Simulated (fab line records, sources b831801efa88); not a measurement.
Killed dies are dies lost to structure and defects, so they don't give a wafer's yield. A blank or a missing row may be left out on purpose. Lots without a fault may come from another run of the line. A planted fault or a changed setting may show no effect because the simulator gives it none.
fab line records | flow gf180mcu | part 2 of 2: steps 30 to 38 of 38
record lots=5 wafers=15 last_day=34
route steps=602 shown CONTACT@300 M1@315 V1@335
lots that met no fault: from a run of the same line without faults
start_h: hours from the record's first day to the start of the lot's first wafer shown | wait_h: hours since the lot's step before | " the same as in the row above | L1.1+2: a row that stands for several wafers | - no value, or no start given | * or withheld: withheld | < > ~ a bound
route shown NAME@n: a module of which the file shows steps, and the number in the route of the first | usual: mean/standard deviation of fault-free wafers | same: alike in all rows | chamber/n: place in a boat | sites: the reading at each site | _std_site: their standard deviation | _edge_site: outer sites' mean less inner sites' | radius_mm: how far each site lies from the wafer's centre | mask NAME#n: copy n | behind: the tool/chamber that last shaped the wafer | hold: why the lot was held/for how many hours/how that ended | device: the transistor (n, p or np) that didn't switch | end of line: the same wafers' tests at the end of the route | a step without rows: its recipe alone | killed: dies lost to structure and defects at the first sort, not the wafer's yield | map: a wafer's dies, x killed, . not, _ none there
set.NAME: the setting as run; set.NAME@STEP: as run at that earlier step | model.NAME: the simulator's own value behind a step, which no gauge read
lots at some steps of the route; a table a step, a row a wafer
services: from which hour (start_h, from the record's first day; less than 0 if before it) a tool's chamber was out of use, for how many hours, and why
## steps
# step GF_M1_CD_MEAS_14
# recipe target_cd_nm=230
# usual cd_nm=230.0/1.2
# columns lot.wafer tool chamber start_h wait_h cd_nm
L077.1 cd_sem-01 - 417.27 0.1 228.3
L077.2 " - " " 230.5
L077.4 " - " " 229.8
L079.4 cd_sem-01 - 436.12 0.1 229.9
L079.5 " - " " 231.0
L079.6 " - " " 229.8
L085.1 cd_sem-01 - 489.99 0.1 229.1
L085.2 " - " " 229.0
L085.6 " - " " 231.4
L087.3 cd_sem-01 - 510.23 0.1 229.2
L087.4 " - " " 229.4
L087.5 " - " " 228.9
L095.2 cd_sem-02 - 566.41 0.1 231.6
L095.3 " - " " 229.8
L095.6 " - " " 230.4
# step GF_M1_OVL_MEAS_15
# usual M1_OVL=-3/6.4
# columns lot.wafer tool chamber start_h wait_h M1_OVL[nm]
L077.1 overlay-02 - 417.39 0.1 -1
L077.2 " - " " 11
L077.4 " - " " 2
L079.4 overlay-02 - 436.20 0.1 -11
L079.5 " - " " 5
L079.6 " - " " -11
L085.1 overlay-01 - 490.11 0.1 -8
L085.2 " - " " 8
L085.6 " - " " -2
L087.3 overlay-02 - 510.32 0.1 -11
L087.4 " - " " -14
L087.5 " - " " -8
L095.2 overlay-02 - 566.51 0.1 2
L095.3 " - " " -1
L095.6 " - " " 5
# step GF_M1_METAL_ETCH_16
# recipe chemistry=Cl2/BCl3 mask_material=KrF target_depth_nm=627.5 stop_on=SiO2 pressure_mtorr=8 icp_w=800 bias_w=140 Cl2_flow_sccm=80 bcl3_flow_sccm=40 time_s=104.6
# usual drypump_motor_current_A=5.6/0.37 he_backside_leak_sccm=3.43/0.19 oes_product_au=0.972/0.0053 throttle_valve_pct=28.252/0.012
# columns lot.wafer tool chamber start_h wait_h drypump_motor_current_A he_backside_leak_sccm oes_product_au rf_hours_counter_h throttle_valve_pct
L077.1 rie_metal-01 1 417.43 0.0 6.0 3.29 0.970 7 28.236
L077.2 " 0 " " 4.9 3.31 0.973 11 28.256
L077.4 " 0 " " 4.9 3.14 0.969 - 28.251
L079.4 rie_metal-03 1 436.25 0.0 5.6 3.58 0.972 - 28.254
L079.5 " 1 " " 5.6 3.55 0.975 - 28.243
L079.6 " 0 " " 5.2 3.48 0.961 - 28.263
L085.1 rie_metal-04 0 490.14 0.0 5.6 3.46 0.977 1 28.258
L085.2 " 1 " " 5.9 3.65 0.973 2 28.237
L085.6 " 1 " " 5.8 3.61 0.970 - 28.248
L087.3 rie_metal-04 1 510.38 0.1 5.9 3.60 0.975 - 28.263
L087.4 " 0 " " 5.6 3.44 0.968 - 28.255
L087.5 " 1 " " 5.9 3.69 0.967 - 28.244
L095.2 rie_metal-04 0 566.54 0.0 5.6 3.39 0.978 3 28.258
L095.3 " 0 " " 5.6 3.40 0.980 - 28.244
L095.6 " 0 " " 5.6 3.40 0.976 - 28.254
# step GF_M1_STRIP_17
# recipe chemistry=O2/N2 power_w=1400 pressure_mtorr=1500 platen_temp_c=250 o2_flow_sccm=3000 n2_flow_sccm=300 overash_fraction=0.5
# usual drypump_motor_current_A=5.8/0.37 heater_power_w=367/31 oes_product_au=0.559/0.0045 strip_time_to_endpoint_s=7.89/0.038
# columns lot.wafer tool chamber start_h wait_h drypump_motor_current_A heater_power_w oes_product_au rf_hours_counter_h strip_time_to_endpoint_s
L077.1 plasma_asher-03 1 417.54 0.1 5.9 393 0.566 53 7.91
L077.2 " 0 " " 5.4 381 0.548 53 7.86
L077.4 " 0 " " 5.4 378 0.557 - 7.86
L079.4 plasma_asher-03 1 436.36 0.1 5.9 389 0.553 - 7.94
L079.5 " 1 " " 5.9 396 0.563 - 7.92
L079.6 " 0 " " 5.4 382 0.556 - 7.87
L085.1 plasma_asher-01 1 490.26 0.1 5.4 331 0.558 7 7.88
L085.2 " 0 " " 6.3 380 0.561 7 7.83
L085.6 " 1 " " 5.4 327 0.561 - 7.83
L087.3 plasma_asher-03 0 510.49 0.1 5.4 390 0.551 - 7.82
L087.4 " 1 " " 5.9 396 0.548 - 7.84
L087.5 " 1 " " 5.9 401 0.564 - 7.84
L095.2 plasma_asher-01 1 566.66 0.1 5.4 324 0.560 16 7.94
L095.3 " 0 " " 6.2 373 0.564 - 7.92
L095.6 " 1 " " 5.4 321 0.560 - 7.93
# step GF_M1_STRIP_18
# recipe chemistry=post_etch_residue_remover time_s=1200 temp_c=72.5
# columns lot.wafer tool chamber start_h wait_h
L077.1+2+4 wet_bench-02 0 417.64 0.1
L079.4+5+6 wet_bench-03 1 436.43 0.0
L085.1+2+6 wet_bench-01 1 490.36 0.1
L087.3+4+5 wet_bench-03 2 510.56 0.0
L095.2+3+6 wet_bench-01 3 566.76 0.1
# step GF_M1_CLEAN_19
# recipe chemistry=DIW dry=n2_spin
# columns lot.wafer tool chamber start_h wait_h
L077.1+2+4 wet_bench-01 0 417.98 0.0
L079.4+5+6 wet_bench-02 0 436.77 0.0
L085.1+2+6 wet_bench-03 0 490.70 0.0
L087.3+4+5 wet_bench-02 0 510.90 0.0
L095.2+3+6 wet_bench-02 1 567.10 0.0
# step GF_V1_CVD_00
# recipe material=SiO2 target_thk_nm=600 sigma_open_frac=0.3 temp_c=400 time_s=100 sih4_flow_sccm=60 pressure_mtorr=6
# usual susceptor_temp_C=400.00/0.2
# columns lot.wafer tool chamber start_h wait_h susceptor_temp_C
L077.1 hdpcvd-01 1 418.08 0.0 399.81
L077.2 " 0 " " 399.72
L077.4 " 1 " " 399.63
L079.4 hdpcvd-01 0 436.91 0.0 400.21
L079.5 " 1 " " 400.21
L079.6 " 2 " " 400.02
L085.1 hdpcvd-02 0 490.79 0.0 399.76
L085.2 " 2 " " 400.07
L085.6 " 0 " " 399.91
L087.3 hdpcvd-01 0 511.00 0.0 399.71
L087.4 " 0 " " 399.53
L087.5 " 2 " " 399.79
L095.2 hdpcvd-02 0 567.19 0.0 400.28
L095.3 " 2 " " 399.77
L095.6 " 1 " " 399.99
# step GF_V1_THK_MEAS_01
# recipe reads=SiO2_of_V1_CVD_00
# usual V1_CVD_00_THK=601/5.4
# columns lot.wafer tool chamber start_h wait_h V1_CVD_00_THK[nm]
L077.1 film_metro-01 - 418.15 0.0 605
L077.2 " - " " 603
L077.4 " - " " 597
L079.4 film_metro-02 - 436.98 0.0 598
L079.5 " - " " 602
L079.6 " - " " 600
L085.1 film_metro-02 - 490.90 0.1 607
L085.2 " - " " 605
L085.6 " - " " 605
L087.3 film_metro-03 - 511.09 0.1 595
L087.4 " - " " 603
L087.5 " - " " 609
L095.2 film_metro-01 - 567.27 0.0 607
L095.3 " - " " 604
L095.6 " - " " 609
# step GF_V1_CVD_02
# recipe material=SiO2 target_thk_nm=850 precursor=TEOS temp_c=400 time_s=94.851 rf_w=600
# usual heater_power_w=662/58 susceptor_temp_C=399.98/0.21
# columns lot.wafer tool chamber start_h wait_h heater_power_w since_wet_clean_h susceptor_temp_C
L077.1 pecvd-03 0 418.21 0.1 728 35 399.69
L077.2 " 1 " " 625 35 400.37
L077.4 " 2 " " 725 - 399.93
L079.4 pecvd-03 0 437.05 0.1 584 - 399.99
L079.5 " 1 " " 656 - 399.96
L079.6 " 0 " " 631 - 399.96
L085.1 pecvd-02 1 490.96 0.1 631 316 400.08
L085.2 " 2 " " 704 316 400.08
L085.6 " 1 " " 709 - 400.10
L087.3 pecvd-02 1 511.13 0.0 646 337 399.60
L087.4 " 1 " " 689 - 399.80
L087.5 " 2 " " 691 - 399.84
L095.2 pecvd-02 0 567.32 0.0 679 393 399.99
L095.3 " 1 " " 604 393 399.98
L095.6 " 1 " " 660 - 399.85
## services
# columns tool chamber start_h hours kind
krf_scanner-01 - 370.53 1.0 pm
hdpcvd-01 - 372.60 1.7 repair
rie_diel-04 2 377.57 3.0 repair
cmp-02 - 396.48 4.8 pm
rie_diel-02 2 401.97 1.7 repair
cmp-02 - 404.00 4.0 pm
plasma_asher-01 - 409.91 11.0 repair
rie_diel-04 0 421.24 19.3 repair
plasma_asher-01 - 421.25 9.0 pm
pecvd-02 - 431.18 59.5 repair
pvd_sputter-04 - 440.63 11.4 repair
krf_scanner-01 - 449.51 2.4 repair
plasma_asher-02 - 456.12 2.5 repair
cvd_w-01 - 463.80 2.8 pm
rie_metal-04 - 471.02 2.8 pm
pvd_sputter-04 - 473.87 0.5 repair
wet_bench-02 - 474.55 4.4 pm
plasma_asher-02 - 478.82 2.8 pm
pecvd-02 0 482.96 22.5 repair
krf_scanner-01 - 489.53 12.0 repair
cmp-02 - 523.76 1.1 repair
rie_diel-04 1 525.92 2.5 repair
cmp-02 - 526.91 6.9 pm
rie_diel-04 1 531.04 4.5 repair
